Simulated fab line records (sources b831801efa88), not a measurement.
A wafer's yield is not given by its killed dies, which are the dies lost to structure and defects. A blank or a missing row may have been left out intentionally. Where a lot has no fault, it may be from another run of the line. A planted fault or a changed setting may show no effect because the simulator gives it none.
Which of the tools did it? | flow sfq line | 7 lots, 20 wafers sampled, at 4 steps of a route of 325

WHAT EACH GAUGE READ, for each wafer
SFQ_I1_OVL_MEAS_913.
lot  | measured     | on         | I1_OVL (nm)
L112 | day 17 18:44 | overlay-02 | -5 -4 -2
L114 | day 19 02:56 | overlay-02 | -6 -1 -4
L116 | day 19 19:44 | overlay-01 | -6 14 -4
L122 | day 21 22:08 | overlay-01 | 2 1 2
L126 | day 23 09:30 | overlay-01 | 7 4
L130 | day 24 13:06 | overlay-02 | 0 0 0
L133 | day 25 08:25 | overlay-01 | -9 3 -8

WHAT TOOL EACH LOT RAN ON (gives the tool, then ch and the chambers of the sampled wafers, and finally the start)
lot  | SFQ_TRILAYER_L0_LITHO_PEB_008    | SFQ_TRILAYER_L0_STRIP_STRIP_009  | SFQ_TRILAYER_M0_STRIP_STRIP_025
L112 | litho track-01 ch 0, day 3 05:59 | rie metal-04 ch 0,1, day 3 06:23 | rie metal-04 ch 0,1, day 7 13:10
L114 | litho track-02 ch 0, day 3 16:47 | rie metal-02 ch 0,1, day 3 17:13 | rie metal-03 ch 0,1, day 8 08:22
L116 | litho track-01 ch 0, day 4 06:45 | rie metal-02 ch 0,1, day 4 07:10 | rie metal-03 ch 0,1, day 8 20:22
L122 | litho track-02 ch 0, day 5 15:11 | rie metal-02 ch 0,1, day 5 15:34 | rie metal-01 ch 0,1, day 10 11:10
L126 | litho track-02 ch 0, day 6 09:56 | rie metal-02 ch 1, day 6 10:19   | rie metal-04 ch 0, day 11 02:46
L130 | litho track-01 ch 0, day 7 05:08 | rie metal-02 ch 0,1, day 7 05:31 | rie metal-03 ch 0,1, day 12 05:02
L133 | litho track-01 ch 0, day 7 19:18 | rie metal-02 ch 0,1, day 7 19:43 | rie metal-04 ch 0,1, day 12 21:46
- SFQ_TRILAYER_L0_LITHO_PEB_008: peb time 60 s.
- SFQ_TRILAYER_L0_STRIP_STRIP_009: strips in O2.
- SFQ_TRILAYER_M0_STRIP_STRIP_025: strips in O2.

THE ANSWER, worked out from the rows above alone
Rule: the lots themselves supply what counts as usual. Put in order of their means at a reading, lots are off if they are a third of the lots or fewer, leave a main group of 4 or more, and stand apart from it by a gap of 3 or more times the standard deviation of the main group's means; of several such gaps the widest counts. A main group is skipped when, at the precision printed for the reading in the tables above, its means are all equal. A lot without any number at a reading at which 4 lots or more have one is off too. Any other lot the step has rows for is counted as sound.
Across all readings shown, no lot is off: no conclusion can be drawn from this.

WHAT THE SIMULATOR HAD PUT IN
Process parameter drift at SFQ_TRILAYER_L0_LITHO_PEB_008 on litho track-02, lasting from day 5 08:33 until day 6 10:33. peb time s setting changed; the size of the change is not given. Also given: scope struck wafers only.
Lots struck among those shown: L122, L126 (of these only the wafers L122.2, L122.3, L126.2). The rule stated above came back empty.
